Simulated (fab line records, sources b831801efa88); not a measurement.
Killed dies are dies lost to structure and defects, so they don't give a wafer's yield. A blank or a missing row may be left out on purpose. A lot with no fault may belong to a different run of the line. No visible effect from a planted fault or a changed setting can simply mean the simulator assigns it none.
Which tool was responsible? ; flow gf180mcu ; 12 lots with 36 wafers sampled at 5 steps, on a route of 602 steps

## WHAT THE GAUGES READ, wafer by wafer
GF_TOP_METAL_THK_MEAS_06: measures by xrf.
lot;measured;on;TOP_METAL_ALCU_THK (nm)
L075;day 27 15:19;film_metro-04;894 886 890
L077;day 28 04:30;film_metro-02;893 876 879
L079;day 28 11:59;film_metro-02;881 897 894
L081;day 29 05:01;film_metro-02;901 901 901
L083;day 30 01:17;film_metro-01;891 885 886
L085;day 30 14:22;film_metro-04;910 918 904
L087;day 31 04:42;film_metro-01;889 895 891
L089;day 31 14:58;film_metro-01;892 890 892
L091;day 32 03:08;film_metro-02;894 891 897
L093;day 32 13:50;film_metro-01;870 881 882
L095;day 33 15:28;film_metro-04;901 896 894
L097;day 34 02:04;film_metro-02;889 885 896

## WHAT TOOL EACH LOT RAN ON (gives the tool, then ch and the chambers of the sampled wafers, and finally the start)
lot;GF_MIM_SPUTTER_00;GF_MIM_SPUTTER_01;GF_V5_SPUTTER_22;GF_V5_CMP_26
L075;pvd_sputter-04, day 24 20:14;pvd_sputter-04, day 24 20:20;pvd_sputter-03, day 27 14:19;cmp-01 ch 1,2, day 27 14:39
L077;pvd_sputter-01, day 25 11:12;pvd_sputter-01, day 25 11:18;pvd_sputter-02, day 28 03:30;cmp-02 ch 1,2,3, day 28 03:50
L079;pvd_sputter-01, day 25 18:13;pvd_sputter-01, day 25 18:19;pvd_sputter-01, day 28 11:01;cmp-01 ch 0,2,3, day 28 11:23
L081;pvd_sputter-01, day 26 14:07;pvd_sputter-01, day 26 14:13;pvd_sputter-03, day 29 04:03;cmp-01 ch 1,2,3, day 29 04:23
L083;pvd_sputter-01, day 27 11:25;pvd_sputter-01, day 27 11:31;pvd_sputter-03, day 30 00:19;cmp-02 ch 0,2,3, day 30 00:45
L085;pvd_sputter-02, day 28 01:47;pvd_sputter-02, day 28 01:53;pvd_sputter-02, day 30 13:22;cmp-02 ch 0,2,3, day 30 13:51
L087;pvd_sputter-01, day 28 17:25;pvd_sputter-01, day 28 17:31;pvd_sputter-02, day 31 03:43;cmp-01 ch 1,2,3, day 31 04:08
L089;pvd_sputter-01, day 29 03:59;pvd_sputter-01, day 29 04:05;pvd_sputter-02, day 31 13:59;cmp-02 ch 0,1,3, day 31 14:19
L091;pvd_sputter-01, day 29 17:28;pvd_sputter-01, day 29 17:34;pvd_sputter-01, day 32 02:03;cmp-01 ch 0,1,3, day 32 02:32
L093;pvd_sputter-02, day 30 06:37;pvd_sputter-02, day 30 06:43;pvd_sputter-03, day 32 12:32;cmp-01 ch 2,3, day 32 13:12
L095;pvd_sputter-01, day 31 10:52;pvd_sputter-01, day 31 10:58;pvd_sputter-01, day 33 14:30;cmp-02 ch 0,2,3, day 33 14:53
L097;pvd_sputter-01, day 31 21:59;pvd_sputter-01, day 31 22:05;pvd_sputter-01, day 34 01:05;cmp-02 ch 0,2,3, day 34 01:25
- GF_MIM_SPUTTER_00: material Ti, target thk 37.5 nm, time 150 s.
- GF_MIM_SPUTTER_01: material TiN, target thk 30 nm, time 25 s.
- GF_V5_SPUTTER_22: material TiN, target thk 10 nm, time 40 s.
- GF_V5_CMP_26: polishes, stops on SiO2, t overpolish 15 s, target thk 0 nm.

## THE ANSWER, worked out from the rows above alone
Rule: the usual values come from the lots themselves. The widest of any qualifying gaps counts: lots, ordered by their means at a reading, are off when they make up no more than a third of the lots, leave a main group of 4 or more, and stand apart from it by 3 or more times the standard deviation of that group's means. If all means in a main group match to the digits the tables above print for the reading, that group is not used. A lot without any number at a reading at which 4 lots or more have one is off too. Any other lot the step has rows for is counted as sound.
Across all readings shown, no lot is off: no conclusion can be drawn from this.

## WHAT WAS PUT IN BY THE SIMULATOR
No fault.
